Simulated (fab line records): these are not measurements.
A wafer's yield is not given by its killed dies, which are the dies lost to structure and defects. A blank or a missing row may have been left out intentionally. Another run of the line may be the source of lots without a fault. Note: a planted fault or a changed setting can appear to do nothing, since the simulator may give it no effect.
The tool behind it: which one? / flow gf180mcu / 33 wafers from 11 lots sampled at 5 of the route's 602 steps

WHAT EACH GAUGE READ, for each wafer
GF_V3_THK_MEAS_01.
lot=L804; measured=day 21 10:44; on=film metro-03; V3_CVD_00_THK (nm)=597 596 600
lot=L806; measured=day 22 02:46; on=film metro-01; V3_CVD_00_THK (nm)=612 607 609
lot=L807; measured=day 22 06:40; on=film metro-03; V3_CVD_00_THK (nm)=606 616 611
lot=L812; measured=day 24 03:04; on=film metro-03; V3_CVD_00_THK (nm)=602 592 595
lot=L815; measured=day 25 05:15; on=film metro-03; V3_CVD_00_THK (nm)=607 602 607
lot=L816; measured=day 25 12:24; on=film metro-01; V3_CVD_00_THK (nm)=587 604 590
lot=L818; measured=day 26 08:35; on=film metro-04; V3_CVD_00_THK (nm)=604 607 609
lot=L821; measured=day 27 14:18; on=film metro-04; V3_CVD_00_THK (nm)=603 601 602
lot=L822; measured=day 27 20:41; on=film metro-01; V3_CVD_00_THK (nm)=602 614 602
lot=L823; measured=day 28 04:46; on=film metro-04; V3_CVD_00_THK (nm)=594 596 600
lot=L824; measured=day 28 07:58; on=film metro-01; V3_CVD_00_THK (nm)=600 598 603

GF_V4_THK_MEAS_03.
lot=L804; measured=day 23 12:07; on=film metro-03; V4_CVD_02_THK (nm)=837 837 849
lot=L806; measured=day 24 04:11; on=film metro-01; V4_CVD_02_THK (nm)=850 845 867
lot=L807; measured=day 24 06:35; on=film metro-01; V4_CVD_02_THK (nm)=827 837 837
lot=L812; measured=day 26 02:18; on=film metro-01; V4_CVD_02_THK (nm)=836 833 848
lot=L815; measured=day 27 03:10; on=film metro-02; V4_CVD_02_THK (nm)=835 849 898
lot=L816; measured=day 27 09:11; on=film metro-03; V4_CVD_02_THK (nm)=838 875 897
lot=L818; measured=day 28 05:34; on=film metro-01; V4_CVD_02_THK (nm)=845 839 858
lot=L821; measured=day 29 09:45; on=film metro-02; V4_CVD_02_THK (nm)=833 867 856
lot=L822; measured=day 29 15:13; on=film metro-01; V4_CVD_02_THK (nm)=850 851 848
lot=L823; measured=day 29 22:56; on=film metro-03; V4_CVD_02_THK (nm)=864 875 861
lot=L824; measured=day 30 01:29; on=film metro-03; V4_CVD_02_THK (nm)=839 856 866

WHICH TOOL RAN EACH LOT (tool, then ch and the chambers of the sampled wafers, then the start)
lot=L804; GF_V3_ETCH_16=rie diel-02 ch 0,2,3, day 22 10:56; GF_V3_ETCH_17=rie diel-02 ch 0,2,3, day 23 11:59 or earlier; GF_V4_CVD_02=pecvd-04 ch 0,1, day 23 11:59
lot=L806; GF_V3_ETCH_16=rie diel-02 ch 0,2,3, day 23 03:08; GF_V3_ETCH_17=rie diel-02 ch 0,2,3, day 24 04:07 or earlier; GF_V4_CVD_02=pecvd-02 ch 1,2, day 24 04:07
lot=L807; GF_V3_ETCH_16=rie diel-02 ch 2,3, day 23 05:37; GF_V3_ETCH_17=rie diel-02 ch 2,3, day 24 06:30 or earlier; GF_V4_CVD_02=pecvd-03 ch 0,1,2, day 24 06:30
lot=L812; GF_V3_ETCH_16=rie diel-04 ch 1,2,3, day 25 01:35; GF_V3_ETCH_17=rie diel-04 ch 1,2,3, day 26 02:13 or earlier; GF_V4_CVD_02=pecvd-04 ch 0,1, day 26 02:13
lot=L815; GF_V3_ETCH_16=rie diel-03 ch 0,1,3, day 26 02:47; GF_V3_ETCH_17=rie diel-03 ch 0,1,3, day 27 03:05 or earlier; GF_V4_CVD_02=pecvd-04 ch 0,1,2, day 27 03:05
lot=L816; GF_V3_ETCH_16=rie diel-03 ch 0,1,3, day 26 10:17; GF_V3_ETCH_17=rie diel-03 ch 0,1,3, day 27 09:07 or earlier; GF_V4_CVD_02=pecvd-04 ch 0,1, day 27 09:07
lot=L818; GF_V3_ETCH_16=rie diel-03 ch 1,2,3, day 27 06:50; GF_V3_ETCH_17=rie diel-03 ch 1,2,3, day 28 05:30 or earlier; GF_V4_CVD_02=pecvd-03 ch 0,2, day 28 05:30
lot=L821; GF_V3_ETCH_16=rie diel-04 ch 2,3, day 28 11:14; GF_V3_ETCH_17=rie diel-04 ch 2,3, day 29 09:40 or earlier; GF_V4_CVD_02=pecvd-02 ch 0,1,2, day 29 09:40
lot=L822; GF_V3_ETCH_16=rie diel-02 ch 2,3, day 28 17:17; GF_V3_ETCH_17=rie diel-02 ch 2,3, day 29 15:09 or earlier; GF_V4_CVD_02=pecvd-03 ch 0,1,2, day 29 15:09
lot=L823; GF_V3_ETCH_16=rie diel-02 ch 0,1, day 29 01:04; GF_V3_ETCH_17=rie diel-02 ch 0,1, day 29 22:52 or earlier; GF_V4_CVD_02=pecvd-04 ch 1,2, day 29 22:52
lot=L824; GF_V3_ETCH_16=rie diel-03 ch 1,2,3, day 29 03:53; GF_V3_ETCH_17=rie diel-03 ch 1,2,3, day 30 01:25 or earlier; GF_V4_CVD_02=pecvd-03 ch 1,2, day 30 01:25
- GF_V3_ETCH_16: etches BARC in N2/H2.
- GF_V3_ETCH_17: etches SiO2 in C4F8/O2/Ar, stops on TiN, target depth 635 nm.
- GF_V4_CVD_02: deposits SiO2 from TEOS, target thk 850 nm, time 94.851 s.

AS READ BY THE TOOLS THEMSELVES (means over the sampled wafers that have a number; for cases with no such wafer, the mark the record gives instead)
GF_V3_ETCH_16.
lot=L804; tool=rie diel-02; drypump motor current A (A)=5.9; h2 flow sccm (sccm)=200.2; oes product au (a.u.)=0.857; throttle valve pct (%)=13.223
lot=L806; tool=rie diel-02; drypump motor current A (A)=5.9; h2 flow sccm (sccm)=200.1; oes product au (a.u.)=0.859; throttle valve pct (%)=13.225
lot=L807; tool=rie diel-02; drypump motor current A (A)=6.0; h2 flow sccm (sccm)=199.8; oes product au (a.u.)=0.856; throttle valve pct (%)=13.224
lot=L812; tool=rie diel-04; drypump motor current A (A)=5.8; h2 flow sccm (sccm)=199.5; oes product au (a.u.)=0.854; throttle valve pct (%)=13.215
lot=L815; tool=rie diel-03; drypump motor current A (A)=6.1; h2 flow sccm (sccm)=200.1; oes product au (a.u.)=0.856; throttle valve pct (%)=13.222
lot=L816; tool=rie diel-03; drypump motor current A (A)=6.1; h2 flow sccm (sccm)=199.9; oes product au (a.u.)=0.855; throttle valve pct (%)=13.224
lot=L818; tool=rie diel-03; drypump motor current A (A)=6.0; h2 flow sccm (sccm)=199.9; oes product au (a.u.)=0.857; throttle valve pct (%)=13.236
lot=L821; tool=rie diel-04; drypump motor current A (A)=5.8; h2 flow sccm (sccm)=200.1; oes product au (a.u.)=0.852; throttle valve pct (%)=13.222
lot=L822; tool=rie diel-02; drypump motor current A (A)=5.6; h2 flow sccm (sccm)=200.0; oes product au (a.u.)=0.847; throttle valve pct (%)=13.229
lot=L823; tool=rie diel-02; drypump motor current A (A)=5.9; h2 flow sccm (sccm)=200.5; oes product au (a.u.)=0.857; throttle valve pct (%)=13.230
lot=L824; tool=rie diel-03; drypump motor current A (A)=6.0; h2 flow sccm (sccm)=200.0; oes product au (a.u.)=0.855; throttle valve pct (%)=13.215

GF_V3_ETCH_17.
lot=L804; tool=rie diel-02; oes product au (a.u.)=0.855
lot=L806; tool=rie diel-02; oes product au (a.u.)=0.855
lot=L807; tool=rie diel-02; oes product au (a.u.)=0.857
lot=L812; tool=rie diel-04; oes product au (a.u.)=0.859
lot=L815; tool=rie diel-03; oes product au (a.u.)=0.856
lot=L816; tool=rie diel-03; oes product au (a.u.)=0.857
lot=L818; tool=rie diel-03; oes product au (a.u.)=0.856
lot=L821; tool=rie diel-04; oes product au (a.u.)=0.852
lot=L822; tool=rie diel-02; oes product au (a.u.)=0.856
lot=L823; tool=rie diel-02; oes product au (a.u.)=0.855
lot=L824; tool=rie diel-03; oes product au (a.u.)=0.854

GF_V4_CVD_02.
lot=L804; tool=pecvd-04; heater power w (W)=637; rf fwd power W (W)=597.0
lot=L806; tool=pecvd-02; heater power w (W)=694; rf fwd power W (W)=595.6
lot=L807; tool=pecvd-03; heater power w (W)=617; rf fwd power W (W)=593.3
lot=L812; tool=pecvd-04; heater power w (W)=573; rf fwd power W (W)=597.8
lot=L815; tool=pecvd-04; heater power w (W)=588; rf fwd power W (W)=628.2
lot=L816; tool=pecvd-04; heater power w (W)=584; rf fwd power W (W)=659.2
lot=L818; tool=pecvd-03; heater power w (W)=670; rf fwd power W (W)=594.8
lot=L821; tool=pecvd-02; heater power w (W)=664; rf fwd power W (W)=594.2
lot=L822; tool=pecvd-03; heater power w (W)=679; rf fwd power W (W)=595.4
lot=L823; tool=pecvd-04; heater power w (W)=615; rf fwd power W (W)=597.2
lot=L824; tool=pecvd-03; heater power w (W)=640; rf fwd power W (W)=596.1

THE ANSWER, worked out from the rows above alone
Rule: the usual values come from the lots themselves. Put in order of their means at a reading, lots are off if they are a third of the lots or fewer, leave a main group of 4 or more, and stand apart from it by a gap of 3 or more times the standard deviation of the main group's means; of several such gaps the widest counts. Not used: any main group whose means are identical at the precision the tables above print for the reading. Also off: a lot with no number at a reading for which 4 or more lots have one. All remaining lots with rows at the step are treated as sound. Order of review: gauges by route order, followed by the tools' own readings, for which a lot's mean as printed above is used. At the first step where some lot is off, the reading lying furthest off is the one used; lots without a number count as furthest.
Off, at GF_V4_CVD_02 on rf fwd power W: L815, L816. Main group: mean 595.7 W, sd 1.4.
A tool fits if, at that step or a process step before it, it ran every lot that is off, and no sound lot after the first of them. Because GF_V3_ETCH_17 lacks a start for some lots, the hours and order of its lots are taken from GF_V4_CVD_02. Of those tried, none fits.

WHAT WAS PUT IN BY THE SIMULATOR
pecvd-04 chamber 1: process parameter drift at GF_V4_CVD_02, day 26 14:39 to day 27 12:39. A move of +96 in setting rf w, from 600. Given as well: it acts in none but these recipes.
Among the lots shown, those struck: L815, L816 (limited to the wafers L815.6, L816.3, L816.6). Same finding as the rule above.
